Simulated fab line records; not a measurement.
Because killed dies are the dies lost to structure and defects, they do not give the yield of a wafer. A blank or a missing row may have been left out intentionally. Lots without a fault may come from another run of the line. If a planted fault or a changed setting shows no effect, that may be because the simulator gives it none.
fab line records :: flow sfq-line
record
  lots=6
  wafers=18
  last-day=91
route steps=325 shown I0@54 M1@58
lots with no fault: from the same line, run without faults
start-h: hours from the record's opening day to when the first of the lot's shown wafers began :: wait-h: how many hours have passed since the lot's step before this one :: " as in the row above :: L1.1+2: several wafers, shown together as one row :: - no value, or no start was given :: * or withheld: withheld :: < > ~ a bound
route shown NAME@n: names a module that has steps shown in the file, with the first one's number in the route :: usual: mean/standard deviation of fault-free wafers :: same: alike in all rows :: chamber/n: place in a boat :: sites: each site's reading :: _std_site: standard deviation of those values :: _edge_site: inner sites' mean taken away from outer sites' mean :: radius-mm: how far each site lies from the wafer's centre :: mask NAME#n: copy n :: behind: the last tool/chamber to shape the wafer :: hold: the reason the lot was held/the length of the hold in hours/how it ended :: device: whichever transistor did not switch (one of n, p or np) :: end of line: the same wafers' tests at the end of the route :: step lacking rows: just its recipe :: killed: the dies lost at the first sort to structure and to defects; this is not the yield of the wafer :: map: per-die view of a wafer (x killed, . not killed, _ where there is no die)
set.NAME: the setting that was run; set.NAME@STEP: the one run at that earlier step :: model.NAME: the simulator's own value behind a step, which no gauge read
lots at selected steps of the route; one table per step, one row per wafer
services: the hour from which a tool's chamber was out of use, counted from the record's first day as start-h (under 0 if before that day), plus the number of hours and why
## steps
# step SFQ_TRILAYER_I0_VIA_BARC_OPEN_VIA_ETCH_046
# recipe
  mask-material=PR
  chemistry=O2
  target-depth-nm=125
  target=BARC
  source-w=500
  bias-w=80
  pressure-mtorr=30
  time-s=41.7
# usual
  drypump-motor-current-A=5.7/0.35
  oes-product-au=0.685/0.0044
lot.wafer: L635.1
tool: rie-diel-02
chamber: 0
start-h: 410.02
wait-h: 0.0
drypump-motor-current-A: 5.9
oes-product-au: 0.688
rf-hours-counter-h: 2

lot.wafer: L635.2
tool: rie-diel-02
chamber: 3
start-h: 410.02
wait-h: 0.0
drypump-motor-current-A: 6.2
oes-product-au: 0.683
rf-hours-counter-h: 38

lot.wafer: L635.4
tool: rie-diel-02
chamber: 1
start-h: 410.02
wait-h: 0.0
drypump-motor-current-A: 5.2
oes-product-au: 0.675
rf-hours-counter-h: 90

lot.wafer: L641.1
tool: rie-diel-02
chamber: 2
start-h: 463.24
wait-h: 0.0
drypump-motor-current-A: 5.9
oes-product-au: 0.686
rf-hours-counter-h: 4

lot.wafer: L641.2
tool: rie-diel-02
chamber: 0
start-h: 463.24
wait-h: 0.0
drypump-motor-current-A: 5.9
oes-product-au: 0.687
rf-hours-counter-h: 3

lot.wafer: L641.6
tool: rie-diel-02
chamber: 0
start-h: 463.24
wait-h: 0.0
drypump-motor-current-A: 6.0
oes-product-au: 0.694
rf-hours-counter-h: -

lot.wafer: L644.1
tool: rie-diel-02
chamber: 1
start-h: 478.84
wait-h: 0.0
drypump-motor-current-A: 5.2
oes-product-au: 0.687
rf-hours-counter-h: 91

lot.wafer: L644.5
tool: rie-diel-02
chamber: 0
start-h: 478.84
wait-h: 0.0
drypump-motor-current-A: 6.0
oes-product-au: 0.697
rf-hours-counter-h: -

lot.wafer: L644.6
tool: rie-diel-02
chamber: 1
start-h: 478.84
wait-h: 0.0
drypump-motor-current-A: 5.2
oes-product-au: 0.686
rf-hours-counter-h: -

lot.wafer: L646.2
tool: rie-diel-01
chamber: 0
start-h: 521.82
wait-h: 0.0
drypump-motor-current-A: 6.2
oes-product-au: 0.687
rf-hours-counter-h: 5

lot.wafer: L646.3
tool: rie-diel-01
chamber: 1
start-h: 521.82
wait-h: 0.0
drypump-motor-current-A: 5.4
oes-product-au: 0.681
rf-hours-counter-h: 26

lot.wafer: L646.6
tool: rie-diel-01
chamber: 3
start-h: 521.82
wait-h: 0.0
drypump-motor-current-A: 5.4
oes-product-au: 0.686
rf-hours-counter-h: -

lot.wafer: L647.1
tool: rie-diel-04
chamber: 3
start-h: 525.42
wait-h: 0.0
drypump-motor-current-A: 5.9
oes-product-au: 0.687
rf-hours-counter-h: 5

lot.wafer: L647.2
tool: rie-diel-04
chamber: 0
start-h: 525.42
wait-h: 0.0
drypump-motor-current-A: 5.4
oes-product-au: 0.690
rf-hours-counter-h: 13

lot.wafer: L647.6
tool: rie-diel-04
chamber: 1
start-h: 525.42
wait-h: 0.0
drypump-motor-current-A: 6.2
oes-product-au: 0.685
rf-hours-counter-h: -

lot.wafer: L648.1
tool: rie-diel-04
chamber: 1
start-h: 541.02
wait-h: 0.0
drypump-motor-current-A: 6.2
oes-product-au: 0.685
rf-hours-counter-h: 1

lot.wafer: L648.3
tool: rie-diel-04
chamber: 0
start-h: 541.02
wait-h: 0.0
drypump-motor-current-A: 5.5
oes-product-au: 0.684
rf-hours-counter-h: 13

lot.wafer: L648.5
tool: rie-diel-04
chamber: 0
start-h: 541.02
wait-h: 0.0
drypump-motor-current-A: 5.5
oes-product-au: 0.683
rf-hours-counter-h: -
# step SFQ_TRILAYER_I0_VIA_ETCH_VIA_ETCH_034
# recipe
  target=SiO2
  stop-on=Nb
  mask-material=PR
  taper-deg=20
  chemistry=CHF3
  target-depth-nm=260
  source-w=500
  bias-w=80
  pressure-mtorr=30
  time-s=withheld
# usual
  drypump-motor-current-A=5.7/0.34
  oes-product-au=0.854/0.0051
lot.wafer: L635.1
tool: rie-diel-02
chamber: 0
start-h: 410.06
wait-h: 0.0
drypump-motor-current-A: 5.9
oes-product-au: 0.858

lot.wafer: L635.2
tool: rie-diel-02
chamber: 3
start-h: 410.06
wait-h: 0.0
drypump-motor-current-A: 6.2
oes-product-au: 0.854

lot.wafer: L635.4
tool: rie-diel-02
chamber: 1
start-h: 410.06
wait-h: 0.0
drypump-motor-current-A: 5.2
oes-product-au: 0.855

lot.wafer: L641.1
tool: rie-diel-02
chamber: 2
start-h: 463.28
wait-h: 0.0
drypump-motor-current-A: 5.9
oes-product-au: 0.849

lot.wafer: L641.2
tool: rie-diel-02
chamber: 0
start-h: 463.28
wait-h: 0.0
drypump-motor-current-A: 5.9
oes-product-au: 0.870

lot.wafer: L641.6
tool: rie-diel-02
chamber: 0
start-h: 463.28
wait-h: 0.0
drypump-motor-current-A: 5.9
oes-product-au: 0.860

lot.wafer: L644.1
tool: rie-diel-02
chamber: 1
start-h: 478.88
wait-h: 0.0
drypump-motor-current-A: 5.1
oes-product-au: 0.844

lot.wafer: L644.5
tool: rie-diel-02
chamber: 0
start-h: 478.88
wait-h: 0.0
drypump-motor-current-A: 5.9
oes-product-au: 0.861

lot.wafer: L644.6
tool: rie-diel-02
chamber: 1
start-h: 478.88
wait-h: 0.0
drypump-motor-current-A: 5.2
oes-product-au: 0.856

lot.wafer: L646.2
tool: rie-diel-01
chamber: 0
start-h: 521.86
wait-h: 0.0
drypump-motor-current-A: 6.3
oes-product-au: 0.854

lot.wafer: L646.3
tool: rie-diel-01
chamber: 1
start-h: 521.86
wait-h: 0.0
drypump-motor-current-A: 5.4
oes-product-au: 0.861

lot.wafer: L646.6
tool: rie-diel-01
chamber: 3
start-h: 521.86
wait-h: 0.0
drypump-motor-current-A: 5.4
oes-product-au: 0.859

lot.wafer: L647.1
tool: rie-diel-04
chamber: 3
start-h: 525.46
wait-h: 0.0
drypump-motor-current-A: 5.9
oes-product-au: 0.851

lot.wafer: L647.2
tool: rie-diel-04
chamber: 0
start-h: 525.46
wait-h: 0.0
drypump-motor-current-A: 5.5
oes-product-au: 0.849

lot.wafer: L647.6
tool: rie-diel-04
chamber: 1
start-h: 525.46
wait-h: 0.0
drypump-motor-current-A: 6.2
oes-product-au: 0.857

lot.wafer: L648.1
tool: rie-diel-04
chamber: 1
start-h: 541.06
wait-h: 0.0
drypump-motor-current-A: 6.2
oes-product-au: 0.850

lot.wafer: L648.3
tool: rie-diel-04
chamber: 0
start-h: 541.06
wait-h: 0.0
drypump-motor-current-A: 5.5
oes-product-au: 0.852

lot.wafer: L648.5
tool: rie-diel-04
chamber: 0
start-h: 541.06
wait-h: 0.0
drypump-motor-current-A: 5.5
oes-product-au: 0.856
# step SFQ_TRILAYER_I0_VIA_STRIP_STRIP_035
# recipe
  gas=O2
  power-w=200
  platen-temp-c=40
  overash-fraction=0.65
  chemistry=O2
  pressure-mtorr=50
# usual
  drypump-motor-current-A=6.2/0.33
  he-backside-leak-sccm=3.35/0.22
  oes-product-au=1.001/0.0066
lot.wafer: L635.1
tool: rie-metal-04
chamber: 0
start-h: 410.17
wait-h: -
drypump-motor-current-A: 6.5
he-backside-leak-sccm: 3.49
oes-product-au: 1.013
rf-hours-counter-h: 149

lot.wafer: L635.2
tool: rie-metal-04
chamber: 1
start-h: 410.17
wait-h: -
drypump-motor-current-A: 6.6
he-backside-leak-sccm: 3.79
oes-product-au: 0.992
rf-hours-counter-h: 159

lot.wafer: L635.4
tool: rie-metal-04
chamber: 1
start-h: 410.17
wait-h: -
drypump-motor-current-A: 6.7
he-backside-leak-sccm: 3.73
oes-product-au: 0.995
rf-hours-counter-h: -

lot.wafer: L641.1
tool: rie-metal-03
chamber: 0
start-h: 463.39
wait-h: -
drypump-motor-current-A: 6.4
he-backside-leak-sccm: 3.19
oes-product-au: 0.993
rf-hours-counter-h: 50

lot.wafer: L641.2
tool: rie-metal-03
chamber: 1
start-h: 463.39
wait-h: -
drypump-motor-current-A: 6.1
he-backside-leak-sccm: 3.25
oes-product-au: 0.994
rf-hours-counter-h: 35

lot.wafer: L641.6
tool: rie-metal-03
chamber: 0
start-h: 463.39
wait-h: -
drypump-motor-current-A: 6.4
he-backside-leak-sccm: 3.08
oes-product-au: 1.001
rf-hours-counter-h: -

lot.wafer: L644.1
tool: rie-metal-04
chamber: 1
start-h: 478.99
wait-h: -
drypump-motor-current-A: 6.7
he-backside-leak-sccm: 3.39
oes-product-au: 0.991
rf-hours-counter-h: 3

lot.wafer: L644.5
tool: rie-metal-04
chamber: 1
start-h: 478.99
wait-h: -
drypump-motor-current-A: 6.6
he-backside-leak-sccm: 3.37
oes-product-au: 0.985
rf-hours-counter-h: -

lot.wafer: L644.6
tool: rie-metal-04
chamber: 1
start-h: 478.99
wait-h: -
drypump-motor-current-A: 6.6
he-backside-leak-sccm: 3.34
oes-product-au: 0.998
rf-hours-counter-h: -

lot.wafer: L646.2
tool: rie-metal-04
chamber: 1
start-h: 521.97
wait-h: -
drypump-motor-current-A: 6.6
he-backside-leak-sccm: 3.57
oes-product-au: 0.998
rf-hours-counter-h: 13

lot.wafer: L646.3
tool: rie-metal-04
chamber: 0
start-h: 521.97
wait-h: -
drypump-motor-current-A: 6.5
he-backside-leak-sccm: 3.49
oes-product-au: 1.010
rf-hours-counter-h: -

lot.wafer: L646.6
tool: rie-metal-04
chamber: 0
start-h: 521.97
wait-h: -
drypump-motor-current-A: 6.5
he-backside-leak-sccm: 3.65
oes-product-au: 1.004
rf-hours-counter-h: -

lot.wafer: L647.1
tool: rie-metal-03
chamber: 1
start-h: 525.57
wait-h: -
drypump-motor-current-A: 6.1
he-backside-leak-sccm: 3.01
oes-product-au: 1.005
rf-hours-counter-h: 45

lot.wafer: L647.2
tool: rie-metal-03
chamber: 0
start-h: 525.57
wait-h: -
drypump-motor-current-A: 6.3
he-backside-leak-sccm: 3.27
oes-product-au: 1.003
rf-hours-counter-h: 59

lot.wafer: L647.6
tool: rie-metal-03
chamber: 1
start-h: 525.57
wait-h: -
drypump-motor-current-A: 6.1
he-backside-leak-sccm: 3.10
oes-product-au: 1.001
rf-hours-counter-h: -

lot.wafer: L648.1
tool: rie-metal-02
chamber: 0
start-h: 541.17
wait-h: -
drypump-motor-current-A: 6.0
he-backside-leak-sccm: 3.46
oes-product-au: 0.992
rf-hours-counter-h: 69

lot.wafer: L648.3
tool: rie-metal-02
chamber: 1
start-h: 541.17
wait-h: -
drypump-motor-current-A: 5.6
he-backside-leak-sccm: 3.21
oes-product-au: 0.999
rf-hours-counter-h: -

lot.wafer: L648.5
tool: rie-metal-02
chamber: 0
start-h: 541.17
wait-h: -
drypump-motor-current-A: 6.1
he-backside-leak-sccm: 3.48
oes-product-au: 0.992
rf-hours-counter-h: -
# step SFQ_TRILAYER_I0_VIA_STRIP_SOLV_CLEAN_036
# recipe
  chemistry=NMP
  temp-c=70
  time-s=600
# step SFQ_TRILAYER_M1_DEP_PRE_CLEAN_038
# recipe
  gas=Ar
  time-s=22.5
  bias-v=250
# step SFQ_TRILAYER_M1_DEP_SPUTTER_037
# recipe
  material=Nb
  base-pressure-pa=1.33e-06
  chamber-pressure-pa=0.1333
  substrate-temp-c=20
  resputter-cathode-voltage-v=400
  target-thk-nm=200
  power-w=2000
  time-s=133.3
# usual
  throttle-valve-pct=30.1/0.99
lot.wafer: L635.1
tool: pvd-sputter-06
chamber: -
start-h: 410.98
wait-h: 0.0
throttle-valve-pct: 29.1

lot.wafer: L635.2
tool: pvd-sputter-06
chamber: -
start-h: 410.98
wait-h: 0.0
throttle-valve-pct: 30.3

lot.wafer: L635.4
tool: pvd-sputter-06
chamber: -
start-h: 410.98
wait-h: 0.0
throttle-valve-pct: 30.1

lot.wafer: L641.1
tool: pvd-sputter-03
chamber: -
start-h: 464.19
wait-h: 0.0
throttle-valve-pct: 31.4

lot.wafer: L641.2
tool: pvd-sputter-03
chamber: -
start-h: 464.19
wait-h: 0.0
throttle-valve-pct: 29.8

lot.wafer: L641.6
tool: pvd-sputter-03
chamber: -
start-h: 464.19
wait-h: 0.0
throttle-valve-pct: 31.6

lot.wafer: L644.1
tool: pvd-sputter-03
chamber: -
start-h: 480.39
wait-h: 0.0
throttle-valve-pct: 29.6

lot.wafer: L644.5
tool: pvd-sputter-03
chamber: -
start-h: 480.39
wait-h: 0.0
throttle-valve-pct: 29.9

lot.wafer: L644.6
tool: pvd-sputter-03
chamber: -
start-h: 480.39
wait-h: 0.0
throttle-valve-pct: 29.1

lot.wafer: L646.2
tool: pvd-sputter-03
chamber: -
start-h: 522.79
wait-h: 0.0
throttle-valve-pct: 29.9

lot.wafer: L646.3
tool: pvd-sputter-03
chamber: -
start-h: 522.79
wait-h: 0.0
throttle-valve-pct: 31.5

lot.wafer: L646.6
tool: pvd-sputter-03
chamber: -
start-h: 522.79
wait-h: 0.0
throttle-valve-pct: 31.9

lot.wafer: L647.1
tool: pvd-sputter-05
chamber: -
start-h: 526.38
wait-h: 0.0
throttle-valve-pct: 29.4

lot.wafer: L647.2
tool: pvd-sputter-05
chamber: -
start-h: 526.38
wait-h: 0.0
throttle-valve-pct: 30.1

lot.wafer: L647.6
tool: pvd-sputter-05
chamber: -
start-h: 526.38
wait-h: 0.0
throttle-valve-pct: 29.8

lot.wafer: L648.1
tool: pvd-sputter-05
chamber: -
start-h: 541.98
wait-h: 0.0
throttle-valve-pct: 29.6

lot.wafer: L648.3
tool: pvd-sputter-05
chamber: -
start-h: 541.98
wait-h: 0.0
throttle-valve-pct: 29.2

lot.wafer: L648.5
tool: pvd-sputter-05
chamber: -
start-h: 541.98
wait-h: 0.0
throttle-valve-pct: 29.8
# step SFQ_M1_RS_MEAS_909
# recipe
  thk-meas-gauge=four-point-probe
  reads=Nb_of_TRILAYER_M1_DEP_SPUTTER_037
# usual
  M1_NB_RS=0.884/0.0099
lot.wafer: L635.1
tool: film-metro-01
chamber: -
start-h: 411.07
wait-h: 0.0
M1_NB_RS[ohm/sq]: 0.899

lot.wafer: L635.2
tool: film-metro-01
chamber: -
start-h: 411.07
wait-h: 0.0
M1_NB_RS[ohm/sq]: 0.890

lot.wafer: L635.4
tool: film-metro-01
chamber: -
start-h: 411.07
wait-h: 0.0
M1_NB_RS[ohm/sq]: 0.887

lot.wafer: L641.1
tool: film-metro-01
chamber: -
start-h: 464.28
wait-h: 0.0
M1_NB_RS[ohm/sq]: 0.889

lot.wafer: L641.2
tool: film-metro-01
chamber: -
start-h: 464.28
wait-h: 0.0
M1_NB_RS[ohm/sq]: 0.884

lot.wafer: L641.6
tool: film-metro-01
chamber: -
start-h: 464.28
wait-h: 0.0
M1_NB_RS[ohm/sq]: 0.886

lot.wafer: L644.1
tool: film-metro-01
chamber: -
start-h: 480.48
wait-h: 0.0
M1_NB_RS[ohm/sq]: 0.878

lot.wafer: L644.5
tool: film-metro-01
chamber: -
start-h: 480.48
wait-h: 0.0
M1_NB_RS[ohm/sq]: 0.877

lot.wafer: L644.6
tool: film-metro-01
chamber: -
start-h: 480.48
wait-h: 0.0
M1_NB_RS[ohm/sq]: 0.882

lot.wafer: L646.2
tool: film-metro-01
chamber: -
start-h: 522.90
wait-h: 0.1
M1_NB_RS[ohm/sq]: 0.883

lot.wafer: L646.3
tool: film-metro-01
chamber: -
start-h: 522.90
wait-h: 0.1
M1_NB_RS[ohm/sq]: 0.889

lot.wafer: L646.6
tool: film-metro-01
chamber: -
start-h: 522.90
wait-h: 0.1
M1_NB_RS[ohm/sq]: 0.890

lot.wafer: L647.1
tool: film-metro-02
chamber: -
start-h: 526.47
wait-h: 0.0
M1_NB_RS[ohm/sq]: 0.867

lot.wafer: L647.2
tool: film-metro-02
chamber: -
start-h: 526.47
wait-h: 0.0
M1_NB_RS[ohm/sq]: 0.867

lot.wafer: L647.6
tool: film-metro-02
chamber: -
start-h: 526.47
wait-h: 0.0
M1_NB_RS[ohm/sq]: 0.867

lot.wafer: L648.1
tool: film-metro-02
chamber: -
start-h: 542.07
wait-h: 0.0
M1_NB_RS[ohm/sq]: 0.896

lot.wafer: L648.3
tool: film-metro-02
chamber: -
start-h: 542.07
wait-h: 0.0
M1_NB_RS[ohm/sq]: 0.894

lot.wafer: L648.5
tool: film-metro-02
chamber: -
start-h: 542.07
wait-h: 0.0
M1_NB_RS[ohm/sq]: 0.893
# step SFQ_TRILAYER_M1_LITHO_COAT_044
# recipe
  resist=BARC
  spin-rpm=3000
  resist-thk-nm=62
# step SFQ_TRILAYER_M1_LITHO_COAT_039
# recipe
  resist=KrF
  spin-rpm=3000
  resist-thk-nm=600
# step SFQ_TRILAYER_M1_LITHO_SOFTBAKE_043
# recipe
  temp-c=withheld
  time-s=withheld
  resist=KrF
# step SFQ_TRILAYER_M1_LITHO_EXPOSE_040
# recipe
  mask-id=M1
  na=0.6
  source-shape=conventional
  sigma-outer=0.65
  target-cd-nm=500
  dose-mj=14.4
# step SFQ_TRILAYER_M1_LITHO_PEB_042
# recipe
  peb-temp-c=115
  peb-time-s=60
  resist=KrF
# usual
  chill-plate-temp-C=23.01/0.098
  exhaust-pa=45.1/0.91
lot.wafer: L635.1
tool: litho-track-04
chamber: 0
start-h: 561.08
wait-h: 1.0
chill-plate-temp-C: 23.01
exhaust-pa: 45.0

lot.wafer: L635.2
tool: litho-track-04
chamber: 0
start-h: 561.08
wait-h: 1.0
chill-plate-temp-C: 22.78
exhaust-pa: 45.7

lot.wafer: L635.4
tool: litho-track-04
chamber: 0
start-h: 561.08
wait-h: 1.0
chill-plate-temp-C: 23.10
exhaust-pa: 44.1

lot.wafer: L641.1
tool: litho-track-02
chamber: 0
start-h: 623.68
wait-h: 1.0
chill-plate-temp-C: 23.00
exhaust-pa: 45.4

lot.wafer: L641.2
tool: litho-track-02
chamber: 0
start-h: 623.68
wait-h: 1.0
chill-plate-temp-C: 23.07
exhaust-pa: 44.8

lot.wafer: L641.6
tool: litho-track-02
chamber: 0
start-h: 623.68
wait-h: 1.0
chill-plate-temp-C: 23.01
exhaust-pa: 44.8

lot.wafer: L644.1
tool: litho-track-04
chamber: 0
start-h: 640.48
wait-h: 1.0
chill-plate-temp-C: 22.95
exhaust-pa: 45.2

lot.wafer: L644.5
tool: litho-track-04
chamber: 0
start-h: 640.48
wait-h: 1.0
chill-plate-temp-C: 23.00
exhaust-pa: 44.1

lot.wafer: L644.6
tool: litho-track-04
chamber: 0
start-h: 640.48
wait-h: 1.0
chill-plate-temp-C: 23.00
exhaust-pa: 43.8

lot.wafer: L646.2
tool: litho-track-04
chamber: -
start-h: 678.87
wait-h: 0.8
chill-plate-temp-C: -
exhaust-pa: -

lot.wafer: L646.3
tool: litho-track-04
chamber: -
start-h: 678.87
wait-h: 0.8
chill-plate-temp-C: -
exhaust-pa: -

lot.wafer: L646.6
tool: litho-track-04
chamber: -
start-h: 678.87
wait-h: 0.8
chill-plate-temp-C: -
exhaust-pa: -

lot.wafer: L647.1
tool: litho-track-02
chamber: -
start-h: 682.44
wait-h: 1.0
chill-plate-temp-C: -
exhaust-pa: -

lot.wafer: L647.2
tool: litho-track-02
chamber: -
start-h: 682.44
wait-h: 1.0
chill-plate-temp-C: -
exhaust-pa: -

lot.wafer: L647.6
tool: litho-track-02
chamber: -
start-h: 682.44
wait-h: 1.0
chill-plate-temp-C: -
exhaust-pa: -

lot.wafer: L648.1
tool: litho-track-04
chamber: 0
start-h: 697.86
wait-h: 1.0
chill-plate-temp-C: 23.10
exhaust-pa: 46.6

lot.wafer: L648.3
tool: litho-track-04
chamber: 0
start-h: 697.86
wait-h: 1.0
chill-plate-temp-C: 22.93
exhaust-pa: 45.1

lot.wafer: L648.5
tool: litho-track-04
chamber: 0
start-h: 697.86
wait-h: 1.0
chill-plate-temp-C: 22.98
exhaust-pa: 45.4
# step SFQ_TRILAYER_M1_LITHO_DEVELOP_041
# recipe
  time-s=60
  resist=KrF
## services
tool: pvd-sputter-03
chamber: -
start-h: 397.72
hours: 2.0
kind: repair

tool: rie-diel-04
chamber: -
start-h: 408.88
hours: 2.8
kind: pm

tool: rie-diel-02
chamber: -
start-h: 413.39
hours: 15.6
kind: pm

tool: rie-diel-04
chamber: 2
start-h: 435.86
hours: 2.8
kind: repair

tool: rie-diel-02
chamber: 1
start-h: 436.02
hours: 3.8
kind: repair

tool: pvd-sputter-03
chamber: -
start-h: 450.03
hours: 4.1
kind: repair

tool: rie-diel-02
chamber: 3
start-h: 451.22
hours: 5.3
kind: repair

tool: rie-diel-04
chamber: 1
start-h: 458.96
hours: 11.8
kind: repair

tool: rie-diel-02
chamber: -
start-h: 468.26
hours: 1.0
kind: repair

tool: rie-metal-04
chamber: 0
start-h: 478.22
hours: 4.9
kind: repair

tool: pvd-sputter-03
chamber: -
start-h: 487.64
hours: 1.0
kind: repair

tool: rie-metal-04
chamber: -
start-h: 506.21
hours: 0.4
kind: repair

tool: rie-diel-02
chamber: 2
start-h: 510.30
hours: 11.8
kind: repair

tool: rie-diel-02
chamber: -
start-h: 520.32
hours: 1.9
kind: repair

tool: rie-metal-04
chamber: 1
start-h: 548.37
hours: 21.0
kind: repair

tool: pvd-sputter-03
chamber: -
start-h: 549.10
hours: 2.4
kind: repair

tool: pvd-sputter-03
chamber: -
start-h: 563.06
hours: 2.6
kind: repair

tool: rie-diel-04
chamber: -
start-h: 568.90
hours: 0.9
kind: repair

tool: rie-diel-02
chamber: 2
start-h: 607.95
hours: 4.6
kind: repair

tool: rie-metal-04
chamber: -
start-h: 617.93
hours: 14.6
kind: pm

tool: rie-diel-02
chamber: 1
start-h: 635.32
hours: 1.9
kind: repair

tool: rie-diel-04
chamber: 0
start-h: 639.62
hours: 4.0
kind: repair

tool: rie-diel-02
chamber: 1
start-h: 678.04
hours: 14.8
kind: repair

tool: rie-diel-02
chamber: 2
start-h: 692.82
hours: 3.2
kind: repair
## key
first-sign
  step=SFQ_TRILAYER_M1_LITHO_PEB_042
  reading=tool-record
  direction=missing
effect none on later readings
met-at SFQ_TRILAYER_M1_LITHO_PEB_042
struck-wafers L646.2,L646.3,L646.6,L647.1,L647.2,L647.6
onset-between 640.48 678.87
fault
  kind=skipped-step-whole
  tool=litho-track-02,litho-track-04
  chamber=-
  onset-h=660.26
  steps=SFQ_TRILAYER_M1_LITHO_PEB_042
  scope=struck-lots-only
